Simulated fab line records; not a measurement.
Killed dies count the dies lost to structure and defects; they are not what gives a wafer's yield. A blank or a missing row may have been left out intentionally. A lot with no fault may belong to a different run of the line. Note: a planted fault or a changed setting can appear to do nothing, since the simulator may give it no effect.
What tool caused it? :: flow sky130 :: 18 wafers from 6 lots sampled at 2 of the route's 708 steps

## WHAT THE GAUGES SHOWED, per wafer
SKY_VT_ADJUST_HVTR_OVL_MEAS_08.
lot: L479
measured: day 9 18:36
on: overlay-02
VT_ADJUST_HVTR_OVL (nm): 0.7 -0.7 -0.5

lot: L482
measured: day 10 19:14
on: overlay-02
VT_ADJUST_HVTR_OVL (nm): 0.7 0.6 2.1

lot: L484
measured: day 11 23:31
on: overlay-02
VT_ADJUST_HVTR_OVL (nm): 2.6 3.9 1.0

lot: L488
measured: day 13 05:41
on: overlay-01
VT_ADJUST_HVTR_OVL (nm): 114.3 113.8 113.7

lot: L493
measured: day 15 00:35
on: overlay-02
VT_ADJUST_HVTR_OVL (nm): 1.0 0.7 1.5

lot: L498
measured: day 15 20:19
on: overlay-01
VT_ADJUST_HVTR_OVL (nm): 0.8 -1.5 -1.8

## EACH LOT AND THE TOOL THAT RAN IT (in order: tool; ch and the chambers of the sampled wafers; start)
lot: L479
SKY_VT_ADJUST_HVTR_EXPOSE_04: iline_stepper-01 ch 0, day 9 07:16

lot: L482
SKY_VT_ADJUST_HVTR_EXPOSE_04: iline_stepper-02 ch 0, day 10 08:22

lot: L484
SKY_VT_ADJUST_HVTR_EXPOSE_04: iline_stepper-01 ch 0, day 11 11:52

lot: L488
SKY_VT_ADJUST_HVTR_EXPOSE_04: iline_stepper-02 ch 0, day 12 16:50

lot: L493
SKY_VT_ADJUST_HVTR_EXPOSE_04: iline_stepper-01 ch 0, day 14 11:07

lot: L498
SKY_VT_ADJUST_HVTR_EXPOSE_04: iline_stepper-01 ch 0, day 15 06:47
- SKY_VT_ADJUST_HVTR_EXPOSE_04: exposes mask HVTRM, target cd 380 nm.

## THE ANSWER, worked out from the rows above alone
Rule: what is usual is taken from the lots themselves. The widest of any qualifying gaps counts: lots, ordered by their means at a reading, are off when they make up no more than a third of the lots, leave a main group of 4 or more, and stand apart from it by 3 or more times the standard deviation of that group's means. A main group whose means are all the same, to the digits that the tables above print for the reading, isn't used. A lot without any number at a reading at which 4 lots or more have one is off too. Where the step has rows for the other lots, those lots are counted as sound.
Off: L488, at SKY_VT_ADJUST_HVTR_OVL_MEAS_08 (VT_ADJUST_HVTR_OVL). Mean 0.7 nm and standard deviation 1.2 in the main group.
If a tool, at a process step before that reading, ran all the lots that are off and no sound lot after the first of them, it fits. Those tools and the gauges at SKY_VT_ADJUST_HVTR_OVL_MEAS_08 are tried in the same way. One fits: SKY_VT_ADJUST_HVTR_EXPOSE_04 on iline_stepper-02. A fault onset in the window from L482 (day 10 08:22, its last sound lot) to L488 (day 12 16:50, its first lot off) fits.

## WHAT THE SIMULATOR PUT IN
Scanner matching overlay: iline_stepper-02, from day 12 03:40 on, at SKY_VT_ADJUST_HVTR_EXPOSE_04. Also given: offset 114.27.
Lots struck among those shown: L488. The same result came from the rule above.
